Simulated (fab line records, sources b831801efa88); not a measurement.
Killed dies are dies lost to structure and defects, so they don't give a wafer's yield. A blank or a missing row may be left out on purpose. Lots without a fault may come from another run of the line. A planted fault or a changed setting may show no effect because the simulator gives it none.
A struck lot beside a sound one | flow gf180mcu | 17 steps out of a route of 602
Sound: wafers L758.1, L758.2, L758.5. Struck: wafers L770.1, L770.4. (L770.2 of the same lot was not struck and is left out.) The cause comes at the end.
At each step with rows: each side's tool, then ch and its chambers, then its first start. Under that, the readings that differ: sound wafers | struck wafers | difference of the means | sigmas: that difference in standard deviations of wafers without a fault.
alike: readings whose means differ by less than 2 such deviations, and words and numbers that are the same on both sides. not compared: withheld readings, readings that some wafer has no value for, bounds like >300 that may hide the same value, and numbers for which the record gives no deviation and whose values overlap.
The two part at a step that has a row with sigmas, a row that says differs or no value, or rows on one side only. Numbers that don't overlap but have no deviation are shown without sigmas and don't part them. A reading that every wafer of one side lacks parts them only if that side has two wafers or more.

GF_SAB_STRIP_13: strips in O2/N2.
  sound on plasma_asher-04 ch 0,1, day 16 11:55; struck on plasma_asher-04 ch 0,1, day 21 00:04
  alike: drypump_motor_current_A, heater_power_w, oes_product_au, strip_time_to_endpoint_s
  not compared: rf_hours_counter_h
then, 2 steps without rows for these wafers: GF_SALICIDE_CLEAN_00 (cleans in SC1/SC2, time 150 s); GF_SALICIDE_WET_ETCH_01 (etches SiO2 in dHF, target depth 5 nm, time 100 s).
GF_SALICIDE_SPUTTER_02: material Co, target thk 10 nm, time 20 s.
  sound on pvd_sputter-04, day 16 12:07; struck on pvd_sputter-01, day 21 00:16
  alike: throttle_valve_pct
GF_SALICIDE_SPUTTER_03: material TiN, target thk 20 nm, time 16.7 s.
  sound on pvd_sputter-04, day 16 12:08; struck on pvd_sputter-01, day 21 00:17
  alike: throttle_valve_pct
GF_SALICIDE_RS_MEAS_04: measures by four-point-probe.
  sound on film_metro-01, day 16 12:10; struck on film_metro-03, day 21 00:19
  alike: SALICIDE_TIN_RS
GF_SALICIDE_THK_MEAS_05: measures by xrf.
  sound on film_metro-01, day 16 12:17; struck on film_metro-03, day 21 00:26
  alike: SALICIDE_TIN_THK
GF_SALICIDE_RTA_06: time 30 s.
  sound on rtp_anneal-01 ch 0, day 16 12:20; struck on rtp_anneal-01 ch 0, day 21 00:30
  alike: chamber_o2_ppm, lamp_power_pct, wafer_temp_C_max
then, 1 step without rows for these wafers: GF_SALICIDE_WET_ETCH_07 (etches the open film in SPM, target depth 120 nm).
GF_SALICIDE_RTA_08: time 30 s.
  sound on rtp_anneal-02 ch 0, day 16 12:32; struck on rtp_anneal-02 ch 0, day 21 00:43
  reading        | sound             | struck      | difference | sigmas
  chamber_o2_ppm | 1.971 1.961 1.976 | 2.043 1.998 | +0.051     | +2
  alike: lamp_power_pct, wafer_temp_C_max
then, 1 step without rows for these wafers: GF_CONTACT_CVD_00 (deposits SiO2, target thk 300 nm, time 50 s).
GF_CONTACT_THK_MEAS_01:
  sound on film_metro-03, day 16 12:41; struck on film_metro-03, day 21 00:51
  alike: CONTACT_CVD_00_THK
GF_CONTACT_CVD_02: deposits SiO2 from TEOS, target thk 860 nm, time 95.992 s.
  sound on pecvd-01 ch 0,1,2, day 16 12:45; struck on pecvd-01 ch 0, day 21 00:55
  reading                                  | sound             | struck      | difference | sigmas
  model.SiO2_of_CONTACT_CVD_02.thk_nm (nm) | 862.7 854.3 874.6 | 968.7 980.8 | +110.9     |
  alike: heater_power_w
GF_CONTACT_THK_MEAS_03:
  sound on film_metro-02, day 16 12:49; struck on film_metro-03, day 21 00:59
  reading                 | sound       | struck  | difference | sigmas
  CONTACT_CVD_02_THK (nm) | 862 854 874 | 969 980 | +111       | +11
GF_CONTACT_CMP_04: polishes SiO2.
  sound on cmp-01 ch 0,2, day 16 12:56; struck on cmp-02 ch 0,3, day 21 01:02
  reading                | sound       | struck  | difference | sigmas
  time_to_endpoint_s (s) | 111 107 113 | 151 156 | +43        | +9
  alike: motor_current_A
GF_CONTACT_BOW_MEAS_05:
  sound on film_metro-04, day 16 13:11; struck on film_metro-02, day 21 01:20
  alike: CONTACT_BOW
GF_PASSIVATION_PROBE_99:
  the record has rows for the sound wafers here (prober-01, day 30 05:09) and none for the struck ones

WHERE THEY PART
First at GF_SALICIDE_RTA_08; last, within this record, at GF_PASSIVATION_PROBE_99.

WHY: what the simulator had put in
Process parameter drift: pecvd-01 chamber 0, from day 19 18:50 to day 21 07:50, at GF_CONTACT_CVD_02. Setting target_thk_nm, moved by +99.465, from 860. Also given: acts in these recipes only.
